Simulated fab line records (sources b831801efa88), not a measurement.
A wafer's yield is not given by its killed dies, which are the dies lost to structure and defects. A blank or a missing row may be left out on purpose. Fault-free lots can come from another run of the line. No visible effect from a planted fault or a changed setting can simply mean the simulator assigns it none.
The tool behind it: which one?	flow gf180mcu	12 lots with 34 wafers sampled at 6 steps, on a route of 602 steps

WHAT THE GAUGES SHOWED, per wafer
GF_M2_RS_MEAS_05: measures by four-point-probe.
lot	measured	on	M2_ALCU_RS (ohm/sq)
L413	day 18 03:22	film metro-01	0.0698 0.0708 0.0711
L414	day 18 10:37	film metro-04	0.0707 0.0697 0.0701
L416	day 19 04:26	film metro-01	0.0709 0.0707 0.0707
L417	day 19 19:07	film metro-04	0.0703 0.0709 0.0704
L418	day 20 03:57	film metro-01	0.0694 0.0693 0.0685
L419	day 20 10:10	film metro-01	0.0686 0.0694 0.0698
L421	day 21 09:47	film metro-01	0.0681 0.0682 0.0676
L423	day 22 00:54	film metro-03	0.0703 0.0703 0.0698
L424	day 22 09:34	film metro-03	0.0694 0.0694 0.0693
L429	day 24 02:57	film metro-04	0.0699 0.0910
L430	day 24 17:35	film metro-04	0.0685 0.0879
L436	day 26 17:43	film metro-03	0.0691 0.0689 0.0691

GF_M2_THK_MEAS_06: measures by xrf.
lot	measured	on	M2_ALCU_THK (nm)
L413	day 18 03:29	film metro-01	461 452 452
L414	day 18 10:43	film metro-04	445 454 449
L416	day 19 04:33	film metro-01	449 453 453
L417	day 19 19:14	film metro-04	450 448 449
L418	day 20 04:03	film metro-01	462 462 467
L419	day 20 10:16	film metro-01	469 461 458
L421	day 21 09:54	film metro-01	473 473 477
L423	day 22 01:01	film metro-03	454 452 458
L424	day 22 09:41	film metro-03	456 460 460
L429	day 24 03:04	film metro-04	454 348
L430	day 24 17:40	film metro-04	461 361
L436	day 26 17:50	film metro-03	460 462 462

GF_M2_CD_MEAS_14: the cd target is 280 nm.
lot	measured	on	cd nm (nm)
L413	day 19 03:58	cd sem-01	279.6 279.8 279.3
L414	day 19 11:14	cd sem-02	278.7 278.8 279.1
L416	day 20 04:53	cd sem-02	281.7 282.0 282.6
L417	day 20 19:07	cd sem-01	279.4 281.0 280.8
L418	day 21 03:32	cd sem-01	278.8 279.2 279.3
L419	day 21 09:56	cd sem-01	280.3 279.6 280.8
L421	day 22 09:15	cd sem-01	277.7 278.1 278.0
L423	day 23 00:16	cd sem-01	281.3 282.0 280.9
L424	day 23 08:16	cd sem-02	279.8 280.3 280.2
L429	day 24 22:52	cd sem-01	279.0 278.6
L430	day 25 15:00	cd sem-01	280.2 280.3
L436	day 27 14:10	cd sem-02	280.8 281.3 280.5

GF_M2_OVL_MEAS_15.
lot	measured	on	M2_OVL (nm)
L413	day 19 04:05	overlay-01	-1 0 3
L414	day 19 11:21	overlay-02	1 1 -3
L416	day 20 04:59	overlay-01	1 -3 4
L417	day 20 19:14	overlay-02	-14 -8 -15
L418	day 21 03:38	overlay-02	-5 -1 0
L419	day 21 10:02	overlay-02	3 -6 2
L421	day 22 09:22	overlay-01	4 2 7
L423	day 23 00:23	overlay-02	-1 0 4
L424	day 23 08:23	overlay-02	-3 -9 -11
L429	day 24 22:59	overlay-01	4 -8
L430	day 25 15:04	overlay-02	-9 -6
L436	day 27 14:17	overlay-02	-3 -4 0

WHAT TOOL EACH LOT RAN ON (gives the tool, then ch and the chambers of the sampled wafers, and finally the start)
lot	GF_V1_STRIP_18	GF_M2_SPUTTER_02
L413	plasma asher-04 ch 1, day 18 01:53	pvd sputter-03, day 18 03:17
L414	plasma asher-04 ch 0, day 18 09:06	pvd sputter-02, day 18 10:30
L416	plasma asher-03 ch 1, day 19 02:58	pvd sputter-03, day 19 04:20
L417	plasma asher-04 ch 0,1, day 19 17:40	pvd sputter-03, day 19 19:02
L418	plasma asher-04 ch 0,1, day 20 02:27	pvd sputter-01, day 20 03:49
L419	plasma asher-04 ch 0,1, day 20 08:41	pvd sputter-01, day 20 10:03
L421	plasma asher-02 ch 0,1, day 21 08:20	pvd sputter-01, day 21 09:41
L423	plasma asher-04 ch 0,1, day 21 23:07	pvd sputter-01, day 22 00:49
L424	plasma asher-03 ch 0,1, day 22 07:27	pvd sputter-03, day 22 09:28
L429	plasma asher-03 ch 0,1, day 24 01:30	pvd sputter-01, day 24 02:52
L430	plasma asher-02 ch 0,1, day 24 16:05	pvd sputter-01, day 24 17:26
L436	plasma asher-02 ch 0,1, day 26 16:09	pvd sputter-03, day 26 17:37
- GF_V1_STRIP_18: strips in O2/N2.
- GF_M2_SPUTTER_02: material AlCu, target thk 450 nm, time 23.9 s.

AS READ BY THE TOOLS THEMSELVES (means over the sampled wafers that have a number; for cases with no such wafer, the mark the record gives instead)
GF_V1_STRIP_18.
lot	tool	drypump motor current A (A)	heater power w (W)	oes product au (a.u.)
L413	plasma asher-04	5.1	345	0.593
L414	plasma asher-04	5.7	331	0.599
L416	plasma asher-03	5.1	442	0.595
L417	plasma asher-04	5.5	341	0.592
L418	plasma asher-04	5.5	337	0.593
L419	plasma asher-04	5.3	334	0.596
L421	plasma asher-02	6.4	347	0.597
L423	plasma asher-04	5.3	337	0.592
L424	plasma asher-03	5.2	423	0.592
L429	plasma asher-03	5.3	408	0.591
L430	plasma asher-02	6.3	350	0.589
L436	plasma asher-02	6.3	351	0.599

GF_M2_SPUTTER_02.
lot	tool	throttle valve pct (%)
L413	pvd sputter-03	29.9
L414	pvd sputter-02	29.7
L416	pvd sputter-03	30.1
L417	pvd sputter-03	29.7
L418	pvd sputter-01	29.7
L419	pvd sputter-01	30.1
L421	pvd sputter-01	29.8
L423	pvd sputter-01	29.6
L424	pvd sputter-03	29.7
L429	pvd sputter-01	29.9
L430	pvd sputter-01	30.1
L436	pvd sputter-03	29.7

THE ANSWER, worked out from the rows above alone
Rule: the lots themselves supply what counts as usual. The widest of any qualifying gaps counts: lots, ordered by their means at a reading, are off when they make up no more than a third of the lots, leave a main group of 4 or more, and stand apart from it by 3 or more times the standard deviation of that group's means. If all means in a main group match to the digits the tables above print for the reading, that group is not used. A lot without any number at a reading at which 4 lots or more have one is off too. All remaining lots with rows at the step are treated as sound. Order of review: gauges by route order, followed by the tools' own readings, for which a lot's mean as printed above is used. At the first step where some lot is off, the reading lying furthest off is the one used; lots without a number count as furthest.
Off: L429, L430, seen at GF_M2_RS_MEAS_05 (M2_ALCU_RS). Mean 0.0697 ohm/sq and standard deviation 0.00084 in the main group.
If a tool, at a process step before that reading, ran all the lots that are off and no sound lot after the first of them, it fits. Those tools and the gauges at GF_M2_RS_MEAS_05 are tried in the same way. 2 tools fit, pvd sputter-01 at GF_M2_SPUTTER_02 and film metro-04 at GF_M2_RS_MEAS_05, so this cannot tell which one it is.

WHAT THE SIMULATOR HAD INSERTED
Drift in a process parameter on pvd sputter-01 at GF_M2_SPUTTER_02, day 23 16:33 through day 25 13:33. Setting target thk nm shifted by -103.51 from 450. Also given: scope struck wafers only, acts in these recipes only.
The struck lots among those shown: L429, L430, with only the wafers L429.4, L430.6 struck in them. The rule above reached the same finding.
